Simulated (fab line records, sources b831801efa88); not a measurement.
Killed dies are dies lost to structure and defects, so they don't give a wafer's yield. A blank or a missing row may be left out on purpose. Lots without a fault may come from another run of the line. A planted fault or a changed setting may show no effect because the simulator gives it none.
One fault seen from 2 desks | flow gf180mcu | each desk has only its own numbers; what lay behind them comes last

THE METROLOGY DESK
What the gauges read, lot by lot, whatever tool the lot ran on: means of the sampled wafers that have a number. A lot is out of limits, marked OUT, if its mean lies more than 4 standard deviations from the usual mean; the brackets give that distance.
Columns: A = HV_LDD_2_TW at GF_HV_LDD_TW_MEAS_23, usual 1057; B = cd_nm at GF_HV_LDD_CD_MEAS_46, usual 400.5 nm
lot  | first seen here | A             | B
L283 | day 12 07:43    | 1053          | 398.1
L285 | day 13 01:49    | 1055          | 400.0
L287 | day 13 17:31    | 1066          | 402.6
L288 | day 13 22:46    | 1065          | 400.9
L289 | day 14 01:37    | 1053          | 401.0
L290 | day 14 11:52    | 1051          | 400.4
L291 | day 14 17:44    | 1062          | 399.6
L292 | day 15 16:02    | 871 (-33) OUT | 401.7
L293 | day 15 20:17    | 872 (-32) OUT | 398.9
L294 | day 15 23:16    | 1057          | 403.1
L295 | day 16 03:41    | 1058          | 400.2
L299 | day 17 17:01    | 1055          | 401.8
This desk's finding: out of limits on L292, L293; first on L292, day 15 16:02 (HV_LDD_2_TW at GF_HV_LDD_TW_MEAS_23). In limits: L283, L285, L287, L288, L289, L290, L291, L294, L295, L299.

THE TOOL OWNER'S DESK: implanter-04
The tool's own readings at GF_HV_LDD_IMPLANT_21: means of the sampled wafers that have a number, for each lot that ran on this tool. A lot is out of limits, marked OUT, if its mean lies more than 4 standard deviations from the usual mean; the brackets give that distance.
Columns: A = dose_ions_cm2 at GF_HV_LDD_IMPLANT_21, usual 5e+13; B = faraday_current_uA at GF_HV_LDD_IMPLANT_21, usual 283
lot  | first seen here | A                       | B
L283 | day 12 07:29    | 5e+13                   | 282
L285 | day 13 01:35    | 5e+13                   | 275
L287 | day 13 17:16    | 5e+13                   | 277
L288 | day 13 22:31    | 5e+13                   | 276
L290 | day 14 11:37    | 5e+13                   | 282
L291 | day 14 17:31    | 5e+13                   | 277
L292 | day 15 15:49    | 3e+13 (-99 or more) OUT | 154 (-23) OUT
L293 | day 15 20:03    | 3e+13 (-99 or more) OUT | 151 (-24) OUT
This desk's finding: out of limits on L292, L293; first on L292, day 15 15:49 (dose_ions_cm2 at GF_HV_LDD_IMPLANT_21). In limits: L283, L285, L287, L288, L290, L291.

PUT TOGETHER
The tool owner's desk could have raised an alarm at day 15 15:49, on L292, L293.
The metrology desk could have raised an alarm at day 15 16:02, on L292, L293.
Of the lots named, all ran GF_HV_LDD_IMPLANT_21 on implanter-04.

WHAT THE SIMULATOR HAD PUT IN
Process parameter drift: implanter-04, from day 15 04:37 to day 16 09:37, at GF_HV_LDD_IMPLANT_21. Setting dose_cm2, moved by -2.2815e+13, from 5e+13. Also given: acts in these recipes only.
Lots struck among those shown: L292, L293.
Hours from the fault's start to each desk's first reading out of limits: the tool owner's desk, 11; the metrology desk, 11.
